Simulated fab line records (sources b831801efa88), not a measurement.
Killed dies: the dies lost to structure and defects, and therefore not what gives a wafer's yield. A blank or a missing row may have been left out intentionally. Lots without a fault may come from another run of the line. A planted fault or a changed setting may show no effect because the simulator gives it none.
Chamber matching || flow sky130 || SKY_METAL3_ETCH_17 on rieDiel-03 has 4 sister chambers
The step etches SiO2 in C4F8/O2/Ar, stops on TiN, time 3.9 s, target depth 15 nm. 4 wafers are shown with their chamber, then 11 later ones without.

## WAFERS WITH THEIR CHAMBER
{"wafer": "L085.1", "chamber": 0, "oesProductAu (a.u.)": 0.744}
{"wafer": "L085.2", "chamber": 2, "oesProductAu (a.u.)": 0.756}
{"wafer": "L085.3", "chamber": 1, "oesProductAu (a.u.)": 0.754}
{"wafer": "L088.3", "chamber": 3, "oesProductAu (a.u.)": 0.750}

## WAFERS WITHOUT THEIR CHAMBER
{"wafer": "L088.5", "oesProductAu (a.u.)": 0.755}
{"wafer": "L088.6", "oesProductAu (a.u.)": 0.754}
{"wafer": "L089.2", "oesProductAu (a.u.)": 0.751}
{"wafer": "L089.3", "oesProductAu (a.u.)": 0.757}
{"wafer": "L089.6", "oesProductAu (a.u.)": 0.767}
{"wafer": "L090.2", "oesProductAu (a.u.)": 0.736}
{"wafer": "L090.4", "oesProductAu (a.u.)": 0.754}
{"wafer": "L090.5", "oesProductAu (a.u.)": 0.746}
{"wafer": "L094.1", "oesProductAu (a.u.)": 0.755}
{"wafer": "L094.2", "oesProductAu (a.u.)": 0.754}
{"wafer": "L094.3", "oesProductAu (a.u.)": 0.763}

## CHAMBER TAKEN BY EACH
{"wafer": "L088.5", "from the rows above": "can't be placed: 1 or 2 or 3", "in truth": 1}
{"wafer": "L088.6", "from the rows above": "can't be placed: 1 or 2 or 3", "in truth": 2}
{"wafer": "L089.2", "from the rows above": "can't be placed: 3 or 1 or 2 or 0", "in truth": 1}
{"wafer": "L089.3", "from the rows above": "can't be placed: 2 or 1 or 3", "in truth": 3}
{"wafer": "L089.6", "from the rows above": "can't be placed: 2 or 1 or 3", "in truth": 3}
{"wafer": "L090.2", "from the rows above": "can't be placed: 0 or 3", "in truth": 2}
{"wafer": "L090.4", "from the rows above": "can't be placed: 1 or 2 or 3", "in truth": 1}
{"wafer": "L090.5", "from the rows above": "can't be placed: 0 or 3 or 1 or 2", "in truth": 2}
{"wafer": "L094.1", "from the rows above": "can't be placed: 1 or 2 or 3", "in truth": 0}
{"wafer": "L094.2", "from the rows above": "can't be placed: 1 or 2 or 3", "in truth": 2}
{"wafer": "L094.3", "from the rows above": "can't be placed: 2 or 1 or 3", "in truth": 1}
Placed correctly: 0 of 11. These rows do not allow placing 11 (true chamber among the candidates in 9). Placed wrongly: 0.
How it was worked out, from the rows above alone: a wafer's distance from a chamber is the root of the sum, over the readings, of the square of ((its reading less the chamber's mean) divided by the reading's scatter). If the next closest chamber is less than 2 further off than the closest, the wafer can't be placed; otherwise it belongs to the closest. A chamber's mean is the mean of its shown wafers. The scatter (one wafer shown for each chamber): square how far every hidden wafer sits from the nearest shown wafer, average those squares and take the square root.
